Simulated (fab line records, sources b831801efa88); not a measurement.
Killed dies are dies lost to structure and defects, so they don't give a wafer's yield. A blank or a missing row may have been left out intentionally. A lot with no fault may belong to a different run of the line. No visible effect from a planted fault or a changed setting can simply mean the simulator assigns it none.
Code-filled problem report in 8D (eight disciplines) form	flow gf180mcu	the parts of the form that need people (team, actions taken, sign-off) are left out

1. WHAT IS WRONG
Wafers without a fault read 7.5e+12, standard deviation 8.1e+09; dose-ions-cm2 at GF_HV_LDD_IMPLANT_34 reads a mean of 8.5e+12 on 6 wafers belonging to 2 lots. So: +99 or more standard deviations from the usual mean.
Seen first at day 15 18:28 on implanter-01, wafer L594.3. At this step, 39 wafers from 13 lots have a number in the record. By rule, "out" or "out of limits" means more than 4 standard deviations away from the usual mean. The other wafers with a number count as sound.

2. WHAT THIS IS AND IS NOT
question	is	is not
which readings at this step	dose-ions-cm2, faraday-current-uA	-
which lots	L594, L596	L581, L582, L583, L585, L586, L587, L589, L590, L592, L593, L604
which wafers of those lots	all that have a number	-
read on which tools	implanter-01	implanter-02, implanter-04
when	from day 15 18:28	up to then (30 sound wafers); but 3 sound wafers of L604 came after

3. THE SUSPECTS, EACH WITH WHAT RULES IT OUT
Counting: a tool at any process step up to the reading remains a suspect when it ran all the lots that are out and ran no sound lot after the first of those.
- implanter-01 at GF_HV_LDD_IMPLANT_34: kept. Every lot that is out went through it, starting with L594 (day 15 18:28), and after that it ran no sound lot; the last sound lot it ran before then is L593 (day 15 13:28). Out on those wafers are its own readings of dose-ions-cm2, faraday-current-uA.
Left after counting: implanter-01 at GF_HV_LDD_IMPLANT_34.

4. THE CAUSE (what the simulator had put in)
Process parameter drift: implanter-01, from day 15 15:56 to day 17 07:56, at GF_HV_LDD_IMPLANT_34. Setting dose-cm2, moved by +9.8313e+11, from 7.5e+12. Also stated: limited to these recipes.
After counting, this tool was the only one left.

5. THE EFFECT CHAIN, in route order
Each row: a reading where the mean over the struck wafers with a number is more than 3 standard deviations away from the usual. Only readings for which the record gives a usual standard deviation are gone through. hours: the time from each lot's start at the first step in this table that gives one to its start at this step, as a median over the lots. sigmas: the change in usual standard deviations.
hours	step	reading	usual	on struck wafers	change	sigmas
0	GF_HV_LDD_IMPLANT_34	dose-ions-cm2	7.5e+12	8.5e+12	+9.9e+11	+99 or more
0	GF_HV_LDD_IMPLANT_34	faraday-current-uA	42.4	47.0	+4.6	+5.1
Here are the process steps it includes:
- GF_HV_LDD_IMPLANT_34
At these later measuring or inspecting steps, every struck wafer for which the step has a row has a number for every such reading, and none has moved that far: GF_NSD_TW_MEAS_12.

6. HOW IT WOULD HAVE BEEN CAUGHT EARLIER
In this record no reading fell out of limits until day 15 18:28, 3 hours after the fault had begun at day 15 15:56.
